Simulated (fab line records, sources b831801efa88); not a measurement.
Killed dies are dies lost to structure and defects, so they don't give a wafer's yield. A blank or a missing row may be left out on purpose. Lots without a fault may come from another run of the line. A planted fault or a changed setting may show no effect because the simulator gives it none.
Which tool did it? | flow gf180mcu | 14 lots, 42 wafers sampled, at 2 steps of a route of 602

WHAT THE GAUGES READ, wafer by wafer
GF_M4_CD_MEAS_14: target cd 280 nm. Usual: cd_nm 280.5 nm, standard deviation 1.3.
lot  | measured     | on        | cd_nm (nm)        | flag
L680 | day 23 18:07 | cd_sem-01 | 278.0 277.7 278.1 |
L681 | day 23 22:37 | cd_sem-02 | 281.7 281.1 279.8 |
L683 | day 24 14:10 | cd_sem-01 | 281.1 282.6 281.6 |
L690 | day 26 23:36 | cd_sem-01 | 279.6 279.2 279.5 |
L691 | day 27 08:12 | cd_sem-01 | 280.8 280.2 280.5 |
L694 | day 28 05:53 | cd_sem-01 | 278.5 278.8 278.6 |
L696 | day 28 19:19 | cd_sem-01 | 280.3 279.7 281.1 |
L697 | day 29 06:48 | cd_sem-02 | 282.5 282.9 283.2 |
L698 | day 29 10:10 | cd_sem-02 | 282.0 280.9 281.6 |
L699 | day 29 18:06 | cd_sem-01 | 281.9 281.1 279.9 |
L700 | day 30 00:27 | cd_sem-02 | 281.4 280.5 280.1 |
L701 | day 30 07:16 | cd_sem-02 | 282.4 282.6 281.7 |
L702 | day 30 10:04 | cd_sem-02 | 281.6 282.4 282.3 |
L703 | day 30 18:03 | cd_sem-01 | 281.1 280.7 281.2 |

WHICH TOOL RAN EACH LOT (tool, then ch and the chambers of the sampled wafers, then the start)
lot  | GF_M4_SPUTTER_04
L680 | pvd_sputter-01, day 22 18:56
L681 | pvd_sputter-02, day 22 23:47
L683 | pvd_sputter-01, day 23 16:02
L690 | pvd_sputter-02, day 26 02:41
L691 | pvd_sputter-04, day 26 11:17
L694 | pvd_sputter-01, day 27 09:53
L696 | pvd_sputter-04, day 27 23:32
L697 | pvd_sputter-02, day 28 11:38
L698 | pvd_sputter-02, day 28 15:17
L699 | pvd_sputter-01, day 28 23:10
L700 | pvd_sputter-02, day 29 06:03
L701 | pvd_sputter-04, day 29 12:37
L702 | pvd_sputter-04, day 29 15:33
L703 | pvd_sputter-01, day 29 23:39
- GF_M4_SPUTTER_04: material TiN, target thk 50 nm, time 41.15 s.

WHAT THE TOOLS THEMSELVES READ (means of the sampled wafers that have a number; where no wafer has one, the mark that the record gives instead)
GF_M4_SPUTTER_04. Usual: cathode_dc_power_W 6500.0 W, standard deviation 1.2; throttle_valve_pct 30.3 %, standard deviation 1.1.
lot  | tool           | cathode_dc_power_W (W) | throttle_valve_pct (%) | flag
L680 | pvd_sputter-01 | 6500.2                 | 30.1                   |
L681 | pvd_sputter-02 | 6499.5                 | 31.7                   |
L683 | pvd_sputter-01 | 6498.7                 | 29.4                   |
L690 | pvd_sputter-02 | 6500.6                 | 30.6                   |
L691 | pvd_sputter-04 | 6499.6                 | 30.7                   |
L694 | pvd_sputter-01 | 6500.2                 | 30.6                   |
L696 | pvd_sputter-04 | 6500.3                 | 29.8                   |
L697 | pvd_sputter-02 | 6499.9                 | 30.4                   |
L698 | pvd_sputter-02 | 6500.4                 | 31.3                   |
L699 | pvd_sputter-01 | 6500.3                 | 30.5                   |
L700 | pvd_sputter-02 | 6499.9                 | 30.4                   |
L701 | pvd_sputter-04 | 6500.3                 | 30.3                   |
L702 | pvd_sputter-04 | 6500.6                 | 29.5                   |
L703 | pvd_sputter-01 | 6499.1                 | 30.5                   |

THE ANSWER, worked out from the rows above alone
Rule: a lot is off if the mean of its wafers that have a number lies more than 3 standard deviations from the usual mean. A lot without any number at a reading at which 4 lots or more have one is off too. The other lots that the step has rows for count as sound. The gauges are gone through in route order, then the tools' own readings, and for those a lot's mean is taken as printed above. The first step at which some lot is off is used, and at that step the reading that is off furthest; a lot without a number counts as furthest.
No lot is off at any reading shown: from this, nothing can be told.

WHAT THE SIMULATOR HAD PUT IN
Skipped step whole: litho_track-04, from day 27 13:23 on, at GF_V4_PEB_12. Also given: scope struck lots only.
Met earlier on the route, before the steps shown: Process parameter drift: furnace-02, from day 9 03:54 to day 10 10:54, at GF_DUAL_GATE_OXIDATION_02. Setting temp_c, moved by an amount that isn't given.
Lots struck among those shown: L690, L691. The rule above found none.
